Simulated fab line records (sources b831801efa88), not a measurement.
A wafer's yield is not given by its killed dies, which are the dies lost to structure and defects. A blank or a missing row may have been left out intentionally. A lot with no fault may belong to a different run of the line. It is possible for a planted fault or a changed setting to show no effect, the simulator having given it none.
Comparing a struck lot with a sound one + flow gf180mcu + 30 steps out of a route of 602
Sound: these wafers, L956.1, L956.3, L956.6. Struck: wafers L964.2, L964.5 (left out: L964.1, a lot-mate that was not struck); the cause follows at the end.
At each step with rows: each side's tool, then ch and its chambers, then its first start. Under that, the readings that differ: sound wafers + struck wafers + difference of the means + sigmas: that difference in standard deviations of wafers without a fault.
alike: same words and numbers on both sides, and readings whose means sit less than 2 such deviations apart. not compared: any withheld reading, any reading some wafer has no value for, any bound like >300 that may hide the same value, and any number with overlapping values for which the record gives no deviation.
Wherever a step has rows on one side only, a row that says differs or no value, or a row with sigmas, the two part there. When numbers do not overlap yet have no deviation, they are printed without sigmas and do not part them. A reading that every wafer of one side lacks parts them only if that side has two wafers or more.

first, 3 steps without rows for these wafers: GF_PSD_EXPOSE_04 (exposes mask Pplus, target cd 400 nm); GF_PSD_PEB_05; GF_PSD_DEVELOP_06 (develop time 60 s).
GF_PSD_CD_MEAS_07 targets a cd of 400 nm.
  sound on cd sem-02 at day 15 22:46; struck on cd sem-02 at day 18 18:43
  alike: cd nm
GF_PSD_OVL_MEAS_08:
  sound on overlay-01 at day 15 22:53; struck on overlay-01 at day 18 18:50
  alike: PSD_OVL
then, 1 step without rows for these wafers: GF_PSD_IMPLANT_09.
GF_PSD_STRIP_10: strips in O2/N2.
  sound on plasma asher-03 ch 0,1, day 15 23:05; struck on plasma asher-04 ch 0,1, day 18 19:01
  alike: drypump motor current A, heater power w, n2 flow sccm, oes product au, strip time to endpoint s
  not compared: rf hours counter h
GF_PSD_TW_MEAS_11:
  sound on film metro-02 at day 15 23:11; struck on film metro-04 at day 18 19:07
  alike: PSD_TW
then, 1 step without rows for these wafers: GF_PSD_CLEAN_12 (cleans in SC1/SC2, time 150 s).
GF_PSD_RTA_13: time 20 s.
  sound on rtp anneal-02 ch 0, day 15 23:17; struck on rtp anneal-02 ch 0, day 18 19:14
  alike: lamp power pct, wafer_temp_C_max
GF_PSD_RS_MEAS_14: the measuring method here is four-point-probe.
  sound on film metro-01 at day 15 23:22; struck on film metro-01 at day 18 19:19
  alike: NSD_RS
GF_PSD_RS_MEAS_15: the measuring method here is four-point-probe.
  sound on film metro-01 at day 15 23:29; struck on film metro-01 at day 18 19:26
| reading         | sound                | struck        | difference | sigmas |
|-----------------|----------------------|---------------|------------|--------|
| PSD_RS (ohm/sq) | 108.30 108.43 108.12 | 108.81 108.90 | +0.57      | +2     |
GF_SAB_CVD_00: deposits SiO2 from TEOS, target thk 50 nm, time 4.9302 s.
  sound on pecvd-04 ch 0,1,2, day 15 23:37; struck on pecvd-04 ch 0, day 18 19:34
  alike: heater power w
  not compared: model.SiO2_of_SAB_CVD_00.thk nm
GF_SAB_THK_MEAS_01:
  sound on film metro-03 at day 15 23:38; struck on film metro-04 at day 18 19:35
  alike: SAB_CVD_00_THK
then, 7 steps without rows for these wafers: GF_SAB_DEHYDRATE_02 (time 60 s); GF_SAB_HMDS_03 (prime time 60 s); GF_SAB_COAT_04 (resist thk 1000 nm); GF_SAB_SOFTBAKE_05 (time 60 s); GF_SAB_EXPOSE_06 (exposes mask SAB, target cd 420 nm); GF_SAB_PEB_07; GF_SAB_DEVELOP_08 (develop time 60 s).
GF_SAB_CD_MEAS_09 targets a cd of 420 nm.
  sound on cd sem-01 at day 16 21:37; struck on cd sem-02 at day 19 19:13
  alike: cd nm
GF_SAB_OVL_MEAS_10:
  sound on overlay-01 at day 16 21:44; struck on overlay-02 at day 19 19:20
| reading      | sound       | struck    | difference | sigmas |
|--------------|-------------|-----------|------------|--------|
| SAB_OVL (nm) | 2.7 1.6 1.0 | -2.4 -0.6 | -3.3       | -2     |
GF_SAB_ETCH_11: etches SiO2 in C4F8/O2/Ar, target depth 55 nm, time 8.5 s.
  sound on rie diel-02 ch 0,2, day 16 21:47; struck on rie diel-01 ch 0,1, day 19 19:22
  alike: oes product au
  not compared: rf hours counter h
then, 1 step without rows for these wafers: GF_SAB_WET_ETCH_12 (etches SiO2 in dHF, target depth 22 nm, time 440 s).
GF_SAB_STRIP_13: strips in O2/N2.
  sound on plasma asher-04 ch 0,1, day 16 21:56; struck on plasma asher-02 ch 1, day 19 19:32
| reading                      | sound             | struck      | difference | sigmas |
|------------------------------|-------------------|-------------|------------|--------|
| oes product au (a.u.)        | 0.716 0.711 0.719 | 0.701 0.702 | -0.014     | -3     |
| strip time to endpoint s (s) | 12.53 12.54 12.53 | 12.46 12.45 | -0.08      | -3     |
  alike: drypump motor current A, heater power w, n2 flow sccm
  not compared: rf hours counter h
then, 1 step without rows for these wafers: GF_SALICIDE_CLEAN_00 (cleans in SC1/SC2, time 150 s).
GF_SALICIDE_WET_ETCH_01: etches SiO2 in dHF, target depth 5 nm, time 100 s.
  sound on wet bench-04 ch 0, day 16 22:05; struck on wet bench-04 ch 3, day 19 19:41
  not compared: model.SiO2_of_SAB_CVD_00.thk nm
GF_SALICIDE_SPUTTER_02: material Co, target thk 10 nm, time 20 s.
  sound on pvd sputter-03 at day 16 22:08; struck on pvd sputter-01 at day 19 19:44
  alike: throttle valve pct
then, 1 step without rows for these wafers: GF_PASSIVATION_PROBE_99.

WHERE THEY PART
At GF_PSD_RS_MEAS_15 first; at GF_SAB_STRIP_13 last (within this record only). Later steps at which nothing parts them and some readings are alike: GF_SALICIDE_SPUTTER_02.

WHY: whatever the simulator had introduced
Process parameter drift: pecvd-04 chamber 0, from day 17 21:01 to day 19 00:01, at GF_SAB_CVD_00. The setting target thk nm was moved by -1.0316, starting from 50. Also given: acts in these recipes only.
